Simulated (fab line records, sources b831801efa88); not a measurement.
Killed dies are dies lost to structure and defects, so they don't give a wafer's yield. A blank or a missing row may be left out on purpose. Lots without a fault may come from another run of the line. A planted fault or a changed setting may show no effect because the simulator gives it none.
Which tool did it? | flow sky130 | 12 lots, 36 wafers sampled, at 4 steps of a route of 708

WHAT THE GAUGES READ, wafer by wafer
SKY_NWELL_OVL_MEAS_23. Usual: NWELL_01_OVL -0.4 nm, standard deviation 1.4.
lot  | measured     | on         | NWELL_01_OVL (nm) | flag
L973 | day 5 06:37  | overlay-01 | -0.3 0.8 0.9      |
L974 | day 5 14:02  | overlay-02 | -1.3 -0.2 -2.1    |
L975 | day 5 20:06  | overlay-01 | 0.5 1.8 -2.0      |
L983 | day 7 20:00  | overlay-01 | -2.7 -0.9 -0.1    |
L984 | day 8 01:58  | overlay-02 | 0.3 1.9 -1.4      |
L985 | day 8 06:46  | overlay-02 | -1.0 -1.1 -1.1    |
L986 | day 8 13:04  | overlay-02 | -1.7 -3.6 -1.2    |
L987 | day 8 20:35  | overlay-01 | -1.2 -0.1 0.3     |
L992 | day 10 04:25 | overlay-02 | -0.7 1.5 0.6      |
L993 | day 10 07:46 | overlay-02 | -1.6 0.5 0.1      |
L995 | day 10 18:23 | overlay-01 | 0.0 -0.5 2.5      |
L996 | day 11 06:14 | overlay-01 | 0.2 1.1 -1.1      |

SKY_VT_ADJUST_HVTP_OVL_MEAS_08. Usual: VT_ADJUST_HVTP_OVL -1.2 nm, standard deviation 1.4.
lot  | measured     | on         | VT_ADJUST_HVTP_OVL (nm) | flag
L973 | day 6 01:35  | overlay-02 | -3.2 -3.0 -2.5          |
L974 | day 6 08:37  | overlay-01 | -3.0 -2.7 -3.1          |
L975 | day 6 15:50  | overlay-02 | -0.3 1.7 -1.7           |
L983 | day 8 17:11  | overlay-01 | 0.5 2.0 -0.4            |
L984 | day 8 23:49  | overlay-02 | -1.6 -1.6 -0.3          |
L985 | day 9 04:22  | overlay-02 | 0.7 -0.3 -1.2           |
L986 | day 9 11:35  | overlay-02 | -1.7 1.0 -1.2           |
L987 | day 9 18:33  | overlay-02 | -0.2 -1.1 -1.1          |
L992 | day 11 04:13 | overlay-01 | -1.8 -1.5 -0.1          |
L993 | day 11 08:14 | overlay-02 | -1.0 1.1 1.0            |
L995 | day 11 18:43 | overlay-02 | -3.1 -0.5 -1.8          |
L996 | day 12 06:38 | overlay-01 | -3.1 -1.1 -2.0          |

SKY_VT_ADJUST_HVTR_OVL_MEAS_08. Usual: VT_ADJUST_HVTR_OVL 1.7 nm, standard deviation 1.4.
lot  | measured     | on         | VT_ADJUST_HVTR_OVL (nm) | flag
L973 | day 9 10:41  | overlay-02 | 2.3 1.5 3.8             |
L974 | day 9 17:26  | overlay-02 | 1.1 0.7 0.6             |
L975 | day 10 02:59 | overlay-01 | 0.5 1.6 2.0             |
L983 | day 12 12:27 | overlay-02 | 2.5 3.0 1.3             |
L984 | day 12 20:08 | overlay-01 | 2.3 1.3 -0.3            |
L985 | day 12 23:40 | overlay-02 | 0.9 1.4 2.3             |
L986 | day 13 10:34 | overlay-02 | -0.5 -1.4 -0.5          |
L987 | day 13 18:16 | overlay-02 | 3.6 1.9 0.6             |
L992 | day 15 08:52 | overlay-02 | 1.7 2.7 4.1             |
L993 | day 15 14:20 | overlay-02 | 2.2 2.5 2.2             |
L995 | day 16 03:13 | overlay-02 | 0.0 0.0 0.6             |
L996 | day 16 16:59 | overlay-01 | 3.0 3.7 2.8             |

WHICH TOOL RAN EACH LOT (tool, then ch and the chambers of the sampled wafers, then the start)
lot  | SKY_FIELD_ISO_CLEAN_19
L973 | wet_bench-01 ch 1, day 2 05:32
L974 | wet_bench-01 ch 2, day 2 10:28
L975 | wet_bench-01 ch 1, day 2 15:59
L983 | wet_bench-04 ch 3, day 4 09:20
L984 | wet_bench-04 ch 1, day 4 14:11
L985 | wet_bench-03 ch 2, day 4 20:59
L986 | wet_bench-03 ch 0, day 5 00:02
L987 | wet_bench-03 ch 1, day 5 07:05
L992 | wet_bench-03 ch 1, day 6 10:44
L993 | wet_bench-01 ch 3, day 6 13:44
L995 | wet_bench-03 ch 3, day 6 22:25
L996 | wet_bench-01 ch 1, day 7 09:14
- SKY_FIELD_ISO_CLEAN_19: cleans in SC1/SC2, time 150 s.

WHAT THE TOOLS THEMSELVES READ (means of the sampled wafers that have a number; where no wafer has one, the mark that the record gives instead)
SKY_FIELD_ISO_CLEAN_19. Usual: run_length_s 178 s, standard deviation 3.8.
lot  | tool         | run_length_s (s) | flag
L973 | wet_bench-01 | 177              |
L974 | wet_bench-01 | 176              |
L975 | wet_bench-01 | 178              |
L983 | wet_bench-04 | 156              | OFF
L984 | wet_bench-04 | 156              | OFF
L985 | wet_bench-03 | 177              |
L986 | wet_bench-03 | 177              |
L987 | wet_bench-03 | 175              |
L992 | wet_bench-03 | 183              |
L993 | wet_bench-01 | 178              |
L995 | wet_bench-03 | 184              |
L996 | wet_bench-01 | 177              |

THE ANSWER, worked out from the rows above alone
Rule: a lot is off if the mean of its wafers that have a number lies more than 3 standard deviations from the usual mean. A lot without any number at a reading at which 4 lots or more have one is off too. The other lots that the step has rows for count as sound. The gauges are gone through in route order, then the tools' own readings, and for those a lot's mean is taken as printed above. The first step at which some lot is off is used, and at that step the reading that is off furthest; a lot without a number counts as furthest.
Off: L983, L984, at SKY_FIELD_ISO_CLEAN_19 (run_length_s).
A tool fits if, at that step or a process step before it, it ran every lot that is off, and no sound lot after the first of them. One fits: wet_bench-04 at SKY_FIELD_ISO_CLEAN_19. It ran no sound lot before its first lot that is off in this sample, so the start can't be narrowed down.
The tool's own readings at SKY_FIELD_ISO_CLEAN_19 bear it out: on the lots that are off they differ by more than 5 times the standard deviation of the sound lots' means. run_length_s reads 156 s there against 178 s on the sound lots.

WHAT THE SIMULATOR HAD PUT IN
Process parameter drift: wet_bench-04, from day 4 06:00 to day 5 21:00, at SKY_FIELD_ISO_CLEAN_19. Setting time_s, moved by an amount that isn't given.
Lots struck among those shown: L983, L984. The rule above found the same.
